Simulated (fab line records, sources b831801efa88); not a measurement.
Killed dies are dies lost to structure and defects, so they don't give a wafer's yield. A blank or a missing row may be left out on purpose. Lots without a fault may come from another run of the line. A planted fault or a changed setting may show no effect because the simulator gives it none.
Problem report in the 8D (eight disciplines) form, filled by code | flow sky130 | the parts of the form that need people (team, actions taken, sign-off) are left out

1. THE PROBLEM
spin_speed_rpm at SKY_LI_CONTACT_COAT_06 reads a mean of 2912.5 rpm on 6 wafers of 2 lots; wafers without a fault read 3000.1 rpm with a standard deviation of 1.8. That is -49 standard deviations from the usual mean.
The step: resist thk 60 nm.
First seen on wafer L576.4, day 34 15:53, on litho_track-04. The record holds 18 wafers of 6 lots with a number at this step. Rule for "out", or "out of limits": more than 4 standard deviations from the usual mean. The other wafers with a number count as sound.

2. WHAT IT IS AND WHAT IT IS NOT
question                    | is                     | is not
which readings at this step | spin_speed_rpm         | dispense_pressure_kPa, exhaust_pa
which lots                  | L576, L577             | L562, L565, L579, L582
which wafers of those lots  | all that have a number | -
read on which tools         | litho_track-04         | litho_track-01, litho_track-02
when                        | from day 34 15:53      | up to then (6 sound wafers); but 6 sound wafers of L579, L582 came after

3. SUSPECTS, AND WHAT RULES EACH OUT
Counting: a tool at a process step up to the reading stays a suspect if it ran every lot that is out and no sound lot after the first of them.
- cmp-02 at SKY_LI_CONTACT_CMP_02 (polishes PSG): ruled out as a lasting fault. Sound lots L579 ran on it after its first lot that is out, L576 (day 34 03:14).
- litho_track-04 at SKY_LI_CONTACT_COAT_06 (resist thk 60 nm): kept. It ran every lot that is out, first L576 (day 34 15:53), and no sound lot after that; its last sound lot up to then is L565 (day 31 00:43). Its own readings are out on those wafers: spin_speed_rpm.
Left after counting: litho_track-04 at SKY_LI_CONTACT_COAT_06.

4. THE CAUSE (what the simulator had put in)
Process parameter drift: litho_track-04, from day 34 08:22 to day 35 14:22, at SKY_LI_CONTACT_COAT_06. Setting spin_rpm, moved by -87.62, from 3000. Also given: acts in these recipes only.
Counting left only this tool.

5. THE CHAIN OF EFFECTS, in route order
Each row: a reading whose mean over the struck wafers that have a number lies more than 3 standard deviations from the usual. Only readings for which the record gives a usual standard deviation are gone through. hours: the time from each lot's start at the first step in this table that gives one to its start at this step, as a median over the lots. sigmas: the change in usual standard deviations.
hours | step                   | reading        | usual      | on struck wafers | change | sigmas
0     | SKY_LI_CONTACT_COAT_06 | spin_speed_rpm | 3000.1 rpm | 2912.5           | -87.6  | -49
The process steps in it:
- SKY_LI_CONTACT_COAT_06: resist thk 60 nm.
Later measuring or inspecting steps at which every struck wafer that the step has a row for has a number for every such reading, and none has moved that far: SKY_LI_CONTACT_CD_MEAS_12, SKY_LI_CONTACT_OVL_MEAS_13.

6. WHAT WOULD HAVE CAUGHT IT SOONER
In this record the first reading out of limits was taken at day 34 15:53, 8 hours after the fault began at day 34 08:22.
